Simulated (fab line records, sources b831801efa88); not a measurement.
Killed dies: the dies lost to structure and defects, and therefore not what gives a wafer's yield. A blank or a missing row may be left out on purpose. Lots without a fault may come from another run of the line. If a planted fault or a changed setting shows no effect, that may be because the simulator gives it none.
Problem report in the 8D (eight disciplines) form, filled by code | flow gf180mcu | the parts of the form that need people (team, actions taken, sign-off) are left out

== 1. PROBLEM STATEMENT ==
Mean of cd-nm at GF_M3_CD_MEAS_14: 265.4 nm across 2 wafers in 2 lots; on wafers with no fault it is 279.5 nm (standard deviation 1.3). Measured from the usual mean, that is -11 standard deviations.
The step: target cd 280 nm.
The first sign was on wafer L636.3 at day 23 00:23, on cd-sem-01. At this step, 38 wafers from 13 lots have a number in the record. Rule for "out", or "out of limits": more than 4 standard deviations from the usual mean. All remaining wafers that have a number are taken as sound.

== 2. WHAT THIS IS AND IS NOT ==
question                    | is                | is not
which readings at this step | cd-nm             | -
which lots                  | L636, L638        | L632, L633, L634, L645, L646, L647, L649, L651, L652, L653, L654
which wafers of those lots  | L636.3, L638.3    | L636.2, L636.4, L638.6
read on which gauges        | cd-sem-01         | cd-sem-02
when                        | from day 23 00:23 | up to then (11 sound wafers); but 25 sound wafers of L638, L645, L646, L647, L649, L651, L652, L653, L654 came after

== 3. THE SUSPECTS, EACH WITH WHAT RULES IT OUT ==
Counting: a tool at a process step up to the reading stays a suspect if it ran every lot that is out. Sound lots after the first of them don't rule it out here, since some wafers of a struck lot are sound.
- the gauge at GF_M3_CD_MEAS_14: kept. All the wafers that are out were read on cd-sem-01, and no step on other tools shows them out.
- krf-scanner-02 at GF_M3_EXPOSE_11 (exposes mask Metal3, target cd 280 nm): kept. It ran every lot that is out, first L636 (day 22 12:50); its last sound lot up to then is L633 (day 21 18:19).
What counting leaves: krf-scanner-02 at GF_M3_EXPOSE_11 and cd-sem-01 at GF_M3_CD_MEAS_14.

== 4. THE CAUSE (what the simulator had put in) ==
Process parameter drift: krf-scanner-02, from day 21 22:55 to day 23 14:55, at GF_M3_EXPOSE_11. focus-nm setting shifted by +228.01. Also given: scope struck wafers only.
This tool is one of the 2 suspects left after counting.

== 5. THE EFFECT CHAIN, in route order ==
Rows list readings where the struck wafers' mean (over those with a number) sits beyond 3 standard deviations from the usual. Scope: only readings with a usual standard deviation given in the record; hours: median across lots of the time from each lot's start at the first step in this table that gives one to its start at this step; sigmas: change in usual standard deviations.
hours | step             | reading | usual    | on struck wafers | change | sigmas
0     | GF_M3_CD_MEAS_14 | cd-nm   | 279.5 nm | 265.4            | -14.1  | -11

== 6. WHAT WOULD HAVE CAUGHT IT SOONER ==
25 hours passed between the start of the fault at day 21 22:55 and the first reading out of limits at a measuring or inspecting step in this record, taken at day 23 00:23.
All the lots that are out (2) had begun GF_M3_EXPOSE_11 on krf-scanner-02 by day 23 00:23. A hold on the tool at that time would have spared none of them.
